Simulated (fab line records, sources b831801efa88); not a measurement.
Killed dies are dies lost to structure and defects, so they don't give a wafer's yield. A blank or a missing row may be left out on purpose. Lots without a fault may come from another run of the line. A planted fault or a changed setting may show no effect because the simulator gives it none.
Problem report in the 8D (eight disciplines) form, filled by code | flow sky130 | the parts of the form that need people (team, actions taken, sign-off) are left out

1. THE PROBLEM
bias_w at SKY_CAPM_METAL_ETCH_13 reads a mean of 53.33 W on 6 wafers of 2 lots; wafers without a fault read 48.52 W with a standard deviation of 0.14. That is +34 standard deviations from the usual mean.
The step: etches TiN in Cl2/BCl3, stops on SiO2, target depth 220 nm, time 62.9 s.
First seen on wafer L804.3, day 40 02:53, on rie_metal-01. The record holds 33 wafers of 11 lots with a number at this step. Rule for "out", or "out of limits": more than 4 standard deviations from the usual mean. The other wafers with a number count as sound.

2. WHAT IT IS AND WHAT IT IS NOT
question                    | is                     | is not
which readings at this step | bias_w                 | drypump_motor_current_A, oes_product_au, throttle_valve_pct
which lots                  | L804, L807             | L797, L800, L810, L812, L813, L815, L817, L818, L819
which wafers of those lots  | all that have a number | -
read on which tools         | rie_metal-01           | rie_metal-02, rie_metal-04
when                        | from day 40 02:53      | up to then (6 sound wafers); but 21 sound wafers of L810, L812, L813, L815, L817, L818, L819 came after

3. SUSPECTS, AND WHAT RULES EACH OUT
Counting: a tool at a process step up to the reading stays a suspect if it ran every lot that is out and no sound lot after the first of them.
- rie_metal-01 at SKY_CAPM_METAL_ETCH_13 (etches TiN in Cl2/BCl3, stops on SiO2, target depth 220 nm, time 62.9 s): ruled out as a lasting fault. Sound lots L817, L818 ran on it after its first lot that is out, L804 (day 40 02:53).
Left after counting: nothing in the record.

4. THE CAUSE (what the simulator had put in)
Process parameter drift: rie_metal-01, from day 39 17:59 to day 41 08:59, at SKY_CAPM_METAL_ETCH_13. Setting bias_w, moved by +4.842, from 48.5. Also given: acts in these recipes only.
Counting ruled it out, wrongly.

5. THE CHAIN OF EFFECTS, in route order
Each row: a reading whose mean over the struck wafers that have a number lies more than 3 standard deviations from the usual. Only readings for which the record gives a usual standard deviation are gone through. hours: the time from each lot's start at the first step in this table that gives one to its start at this step, as a median over the lots. sigmas: the change in usual standard deviations.
hours | step                   | reading        | usual      | on struck wafers | change | sigmas
0     | SKY_CAPM_METAL_ETCH_13 | bias_w         | 48.52 W    | 53.33            | +4.80  | +34
25    | SKY_METAL3_ETCH_17     | oes_product_au | 0.751 a.u. | 0.724            | -0.027 | -4.4
The process steps in it:
- SKY_CAPM_METAL_ETCH_13: etches TiN in Cl2/BCl3, stops on SiO2, target depth 220 nm, time 62.9 s.
- SKY_METAL3_ETCH_17: etches SiO2 in C4F8/O2/Ar, stops on TiN, time 3.9 s, target depth 15 nm.

6. WHAT WOULD HAVE CAUGHT IT SOONER
In this record the first reading out of limits was taken at day 40 02:53, 9 hours after the fault began at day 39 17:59.
